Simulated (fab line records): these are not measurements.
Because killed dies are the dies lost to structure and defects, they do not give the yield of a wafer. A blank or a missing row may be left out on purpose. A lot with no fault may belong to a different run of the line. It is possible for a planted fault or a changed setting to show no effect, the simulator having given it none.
fab line records	flow sky130
[record] lots = 14	wafers = 42	lastDay = 50
route steps=708 shown METAL3@535 CAPM@551 VIA3@582 METAL4@601
lots untouched by any fault: they come from a run of this same line in which no faults occurred
startH: hours from the record's first day to the start of the lot's first wafer shown	waitH: hours elapsed since this lot's preceding step	" same as the row above	L1.1+2: several wafers, shown together as one row	- either no value or no given start	* or withheld: withheld	< > ~ a bound
route shown NAME@n: NAME is a module with steps in the file, n the number in the route of the first one	usual: mean/standard deviation taken from wafers without a fault	same: alike in all rows	chamber/n: place in a boat	sites: per-site readings	_std_site: how widely they spread, as a standard deviation	_edge_site: the outer-site mean with the inner-site mean subtracted	radiusMm: for every site, how far away it sits from the centre of the wafer	mask NAME#n: copy n	behind: the tool/chamber that last shaped the wafer	hold: cause of the lot's hold/its duration in hours/its outcome	device: which transistor (n, p or np) failed to switch	end of line: the route-end tests of the same wafers	a step with no rows: only its recipe	killed: not the wafer's yield, but the dies lost to structure and defects at the first sort	map: per-die view of a wafer (x killed, . not killed, _ where there is no die)
set.NAME: the setting as run; set.NAME@STEP: as run at that earlier step	model.NAME: the simulator's own value behind a step, which no gauge read
a sample of lots followed through the steps of the route, with each step as a table and each wafer as a row
services: the hour from which a tool's chamber was out of use, counted from the record's first day as startH (under 0 if before that day), plus the number of hours and why
[[steps]]
[step SKY_METAL3_SPUTTER_03]
[recipe] material = Ti	targetThkNm = 5	powerW = 3000	timeS = 3.3	chamberPressurePa = 0.4
[usual] cathodeDcPowerW = 3000.0/0.54	throttleValvePct = 30.0/0.85
[same] timeS = 3.3
lot.wafer	tool	chamber	startH	waitH	cathodeDcPowerW	throttleValvePct
L825.1	pvdSputter-01	-	846.68	0.0	2999.3	30.6
L825.2	"	-	"	"	3001.0	31.2
L825.5	"	-	"	"	2999.7	29.8
L826.1	pvdSputter-02	-	849.40	0.0	3000.0	28.8
L826.4	"	-	"	"	3000.2	29.1
L826.5	"	-	"	"	3000.7	29.1
L828.1	pvdSputter-01	-	879.20	0.0	2999.5	29.8
L828.4	"	-	"	"	3000.5	29.9
L828.5	"	-	"	"	2999.4	29.8
L830.2	pvdSputter-04	-	893.57	0.0	2999.9	31.1
L830.4	"	-	"	"	2999.8	31.2
L830.5	"	-	"	"	3000.0	31.0
L832.3	pvdSputter-01	-	911.30	0.0	2999.7	30.4
L832.5	"	-	"	"	2999.7	30.3
L832.6	"	-	"	"	2999.8	29.9
L833.1	pvdSputter-01	-	913.38	0.0	2999.4	30.4
L833.3	"	-	"	"	2999.9	29.7
L833.5	"	-	"	"	3000.2	30.0
L835.1	pvdSputter-02	-	925.89	0.0	2999.3	29.3
L835.3	"	-	"	"	3000.5	29.2
L835.5	"	-	"	"	3000.7	29.2
L836.1	pvdSputter-02	-	935.01	0.0	3000.5	28.6
L836.3	"	-	"	"	3000.6	29.2
L836.4	"	-	"	"	2999.7	29.1
L838.1	pvdSputter-01	-	954.34	0.0	3000.2	31.3
L838.2	"	-	"	"	2999.6	29.9
L838.4	"	-	"	"	2999.6	30.4
L841.2	pvdSputter-04	-	970.99	0.0	3000.5	29.6
L841.3	"	-	"	"	3000.0	30.9
L841.4	"	-	"	"	3000.0	31.1
L843.2	pvdSputter-01	-	987.88	0.0	3000.7	29.7
L843.5	"	-	"	"	2999.6	31.2
L843.6	"	-	"	"	2999.8	30.0
L846.1	pvdSputter-01	-	1004.07	0.0	2998.9	31.3
L846.2	"	-	"	"	2999.6	29.9
L846.3	"	-	"	"	2999.8	29.8
L847.1	pvdSputter-02	-	1006.62	0.0	2999.9	28.6
L847.3	"	-	"	"	2999.3	29.3
L847.6	"	-	"	"	2999.9	29.2
L848.1	pvdSputter-04	-	1011.06	0.0	3000.6	31.0
L848.2	"	-	"	"	3000.8	31.3
L848.4	"	-	"	"	2999.8	30.0
[step SKY_CAPM_STRIP_14]
[recipe] chemistry = O2/N2	powerW = 1400	pressureMtorr = 1500	platenTempC = withheld	o2FlowSccm = 3000	n2FlowSccm = 300	overashFraction = 0.5
[usual] drypumpMotorCurrentA = 5.6/0.43	oesProductAu = 0.711/0.0046	stripTimeToEndpointS = 12.66/0.04
lot.wafer	tool	chamber	startH	waitH	drypumpMotorCurrentA	oesProductAu	rfHoursCounterH	stripTimeToEndpointS
L825.1	plasmaAsher-04	1	872.67	0.1	5.7	0.707	12	12.70
L825.2	"	0	"	"	5.1	0.707	12	12.66
L825.5	"	1	"	"	5.7	0.708	-	12.68
L826.1	plasmaAsher-03	1	875.95	0.1	5.0	0.707	45	12.59
L826.4	"	1	"	"	5.0	0.709	-	12.62
L826.5	"	0	"	"	6.5	0.710	-	12.62
L828.1	plasmaAsher-04	0	905.41	0.1	5.1	0.706	16	12.60
L828.4	"	0	"	"	5.1	0.709	-	12.58
L828.5	"	0	"	"	5.1	0.718	-	12.58
L830.2	plasmaAsher-01	0	918.90	0.1	5.8	0.714	80	12.67
L830.4	"	1	"	"	5.5	0.718	-	12.68
L830.5	"	0	"	"	5.8	0.703	-	12.68
L832.3	plasmaAsher-01	1	937.18	0.1	5.5	0.703	-	12.64
L832.5	"	1	"	"	5.5	0.711	-	12.70
L832.6	"	0	"	"	5.8	0.716	-	12.68
L833.1	plasmaAsher-04	0	938.05	0.1	5.2	0.714	20	12.65
L833.3	"	0	"	"	5.1	0.716	-	12.57
L833.5	"	0	"	"	5.1	0.702	-	12.57
L835.1	plasmaAsher-04	0	950.44	0.1	5.1	0.705	21	12.64
L835.3	"	1	"	"	5.7	0.708	-	12.61
L835.5	"	0	"	"	5.1	0.710	-	12.68
L836.1	plasmaAsher-03	0	959.37	0.1	6.5	0.703	54	12.71
L836.3	"	0	"	"	6.5	0.712	-	12.70
L836.4	"	1	"	"	5.0	0.707	-	12.67
L838.1	plasmaAsher-04	0	978.93	0.1	5.1	0.708	23	12.71
L838.2	"	1	"	"	5.7	0.712	23	12.73
L838.4	"	1	"	"	5.7	0.706	-	12.74
L841.2	plasmaAsher-04	0	995.47	0.1	5.1	0.709	25	12.57
L841.3	"	1	"	"	5.7	0.703	-	12.64
L841.4	"	0	"	"	5.1	0.713	-	12.60
L843.2	plasmaAsher-04	0	1011.16	0.1	5.1	0.712	27	12.61
L843.5	"	0	"	"	5.1	0.711	-	12.63
L843.6	"	1	"	"	5.7	0.703	-	12.66
L846.1	plasmaAsher-03	1	1027.31	0.1	5.0	0.710	60	12.65
L846.2	"	0	"	"	6.5	0.706	60	12.67
L846.3	"	1	"	"	5.0	0.709	-	12.69
L847.1	plasmaAsher-04	1	1030.27	0.1	5.7	0.714	28	12.60
L847.3	"	1	"	"	5.7	0.711	-	12.64
L847.6	"	0	"	"	5.1	0.707	-	12.64
L848.1	plasmaAsher-01	1	1034.31	0.1	5.5	0.697	90	12.74
L848.2	"	0	"	"	5.8	0.710	90	12.70
L848.4	"	1	"	"	5.5	0.720	-	12.70
[step SKY_VIA3_EXPOSE_09]
[recipe] maskId = VIM3	na = 0.8	sourceShape = annular	sigmaInner = 0.55	sigmaOuter = 0.85	targetCdNm = 200	doseMj = 38
[usual] exposureDoseMJCm2 = 37.95/0.055	focusOffsetNm = 0.1/0.51	reticleTempC = 23.02/0.099
lot.wafer	tool	chamber	startH	waitH	mask	exposureDoseMJCm2	focusOffsetNm	reticleTempC
L825.1	krfScanner-01	0	912.93	-	VIM3#0	38.03	-1.2	22.96
L825.2	"	0	"	"	VIM3#0	38.09	-0.2	23.08
L825.5	"	0	"	"	VIM3#0	38.01	0.4	22.92
L826.1	krfScanner-01	0	916.41	-	VIM3#0	37.92	0.4	23.10
L826.4	"	0	"	"	VIM3#0	37.95	0.5	22.98
L826.5	"	0	"	"	VIM3#0	37.91	0.0	22.88
L828.1	krfScanner-01	0	945.06	-	VIM3#0	38.00	-0.3	23.05
L828.4	"	0	"	"	VIM3#0	37.94	0.2	22.95
L828.5	"	0	"	"	VIM3#0	37.98	0.4	23.14
L830.2	krfScanner-01	0	958.81	-	VIM3#0	38.01	-0.2	22.91
L830.4	"	0	"	"	VIM3#0	37.93	-0.3	22.88
L830.5	"	0	"	"	VIM3#0	38.01	-1.3	22.95
L832.3	krfScanner-02	0	976.35	-	VIM3#0	37.95	-0.1	22.99
L832.5	"	0	"	"	VIM3#0	37.91	-0.3	22.93
L832.6	"	0	"	"	VIM3#0	37.89	-0.5	23.06
L833.1	krfScanner-02	0	976.91	-	VIM3#0	37.94	-0.5	23.05
L833.3	"	0	"	"	VIM3#0	37.98	0.1	23.04
L833.5	"	0	"	"	VIM3#0	37.94	-0.2	23.06
L835.1	krfScanner-02	0	988.01	-	VIM3#0	37.85	0.2	22.95
L835.3	"	0	"	"	VIM3#0	37.87	1.0	22.92
L835.5	"	0	"	"	VIM3#0	37.85	0.3	23.05
L836.1	krfScanner-01	0	997.61	-	VIM3#0	37.96	1.0	23.10
L836.3	"	0	"	"	VIM3#0	37.94	1.0	23.09
L836.4	"	0	"	"	VIM3#0	37.99	1.4	23.07
L838.1	krfScanner-01	0	1014.91	-	VIM3#0	37.99	-0.2	23.08
L838.2	"	0	"	"	VIM3#0	37.95	-0.1	22.97
L838.4	"	0	"	"	VIM3#0	38.01	0.3	22.97
L841.2	krfScanner-02	-	1032.23	-	VIM3#0	-	-	-
L841.3	"	-	"	"	VIM3#0	-	-	-
L841.4	"	-	"	"	VIM3#0	-	-	-
L843.2	krfScanner-01	-	1047.98	-	VIM3#0	-	-	-
L843.5	"	-	"	"	VIM3#0	-	-	-
L843.6	"	-	"	"	VIM3#0	-	-	-
L846.1	krfScanner-01	0	1062.94	-	VIM3#0	37.98	0.2	23.14
L846.2	"	0	"	"	VIM3#0	38.00	0.0	23.09
L846.3	"	0	"	"	VIM3#0	38.05	-0.1	23.05
L847.1	krfScanner-02	0	1065.74	-	VIM3#0	37.93	0.0	22.98
L847.3	"	0	"	"	VIM3#0	37.93	-0.4	22.97
L847.6	"	0	"	"	VIM3#0	37.96	0.8	22.94
L848.1	krfScanner-01	0	1069.06	-	VIM3#0	38.00	-0.3	23.07
L848.2	"	0	"	"	VIM3#0	38.02	-0.4	22.93
L848.4	"	0	"	"	VIM3#0	38.00	0.9	23.21
[step SKY_METAL4_SPUTTER_03]
[recipe] material = Ti	targetThkNm = 5	powerW = 3000	timeS = 3.3	chamberPressurePa = 0.4
[usual] cathodeDcPowerW = 2999.9/0.5	throttleValvePct = 29.8/0.82
[same] timeS = 3.3
lot.wafer	tool	chamber	startH	waitH	cathodeDcPowerW	throttleValvePct
L825.1	pvdSputter-03	-	927.08	0.0	2998.9	29.9
L825.2	"	-	"	"	3000.6	29.0
L825.5	"	-	"	"	3000.2	30.7
L826.1	pvdSputter-02	-	930.72	0.0	2999.7	29.1
L826.4	"	-	"	"	2999.4	28.6
L826.5	"	-	"	"	2999.2	29.0
L828.1	pvdSputter-03	-	958.72	0.0	2999.8	30.3
L828.4	"	-	"	"	2999.4	30.4
L828.5	"	-	"	"	3000.4	30.6
L830.2	pvdSputter-03	-	972.44	0.0	2999.9	30.9
L830.4	"	-	"	"	3000.4	30.0
L830.5	"	-	"	"	3000.5	29.8
L832.3	pvdSputter-02	-	991.81	0.0	3000.4	29.0
L832.5	"	-	"	"	2999.4	29.1
L832.6	"	-	"	"	2999.7	29.2
L833.1	pvdSputter-04	-	992.11	0.0	3000.5	30.9
L833.3	"	-	"	"	3000.8	31.0
L833.5	"	-	"	"	3000.1	29.7
L835.1	pvdSputter-04	-	1001.79	0.0	2999.6	30.9
L835.3	"	-	"	"	2999.9	31.2
L835.5	"	-	"	"	3000.7	29.8
L836.1	pvdSputter-02	-	1010.29	0.0	3000.1	29.1
L836.3	"	-	"	"	2999.9	28.8
L836.4	"	-	"	"	3000.2	29.1
L838.1	pvdSputter-03	-	1028.32	0.0	3000.2	30.0
L838.2	"	-	"	"	3000.2	29.2
L838.4	"	-	"	"	2999.3	30.3
L846.1	pvdSputter-03	-	1075.31	0.0	2999.8	30.4
L846.2	"	-	"	"	3001.4	29.2
L846.3	"	-	"	"	3000.0	30.6
L847.1	pvdSputter-04	-	1077.76	0.0	3000.1	31.1
L847.3	"	-	"	"	2999.7	31.2
L847.6	"	-	"	"	3000.0	31.1
L848.1	pvdSputter-02	-	1081.18	0.0	3000.5	29.2
L848.2	"	-	"	"	2999.6	28.8
L848.4	"	-	"	"	2999.0	28.6
[[services]]
tool	chamber	startH	hours	kind
krfScanner-01	-	835.13	1.0	pm
pvdSputter-02	-	847.72	1.0	repair
plasmaAsher-04	-	850.34	1.8	repair
krfScanner-02	-	860.58	0.3	repair
pvdSputter-04	-	862.87	2.7	repair
krfScanner-02	-	866.04	0.8	pm
krfScanner-01	-	931.22	0.8	pm
pvdSputter-01	-	933.67	6.5	repair
krfScanner-01	-	936.74	3.6	pm
krfScanner-01	-	955.40	1.3	pm
pvdSputter-01	-	960.15	14.7	repair
krfScanner-01	-	966.86	0.8	pm
plasmaAsher-04	-	969.31	1.4	repair
krfScanner-01	-	974.67	4.0	pm
krfScanner-01	-	986.35	0.9	repair
pvdSputter-02	-	995.21	2.4	repair
krfScanner-01	-	1004.13	1.0	pm
pvdSputter-01	-	1019.29	1.2	repair
plasmaAsher-04	-	1045.34	14.6	pm
pvdSputter-02	-	1046.65	12.6	repair
krfScanner-01	-	1052.35	0.6	repair
pvdSputter-01	-	1059.15	1.0	repair
plasmaAsher-04	-	1065.75	1.9	repair
plasmaAsher-04	-	1072.80	6.1	repair
[[key]]
[firstSign] step = SKY_VIA3_EXPOSE_09	reading = toolRecord	direction = missing
effect none on later readings
metAt SKY_VIA3_EXPOSE_09
struckLots L841,L843
laterRowsLeftOut L841.2,L841.3,L841.4,L843.2,L843.5,L843.6
sortLeftOut L841.2,L841.3,L841.4,L843.2,L843.5,L843.6
notActingAt SKY_METAL3_SPUTTER_03,SKY_CAPM_STRIP_14,SKY_METAL4_SPUTTER_03
onsetBetween 1014.91 1032.23
[fault] kind = skippedStepWhole	tool = krfScanner-01,krfScanner-02	chamber = -	onsetH = 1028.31	steps = SKY_VIA3_EXPOSE_09	scope = struckLotsOnly
// sortLeftOut: the simulated sort isn't trusted on such a fault, so these wafers' sort isn't shown, and their yield isn't known
// laterRowsLeftOut: the simulator's readings of these wafers behind a module that went badly wrong aren't trusted and aren't shown, but for the sort
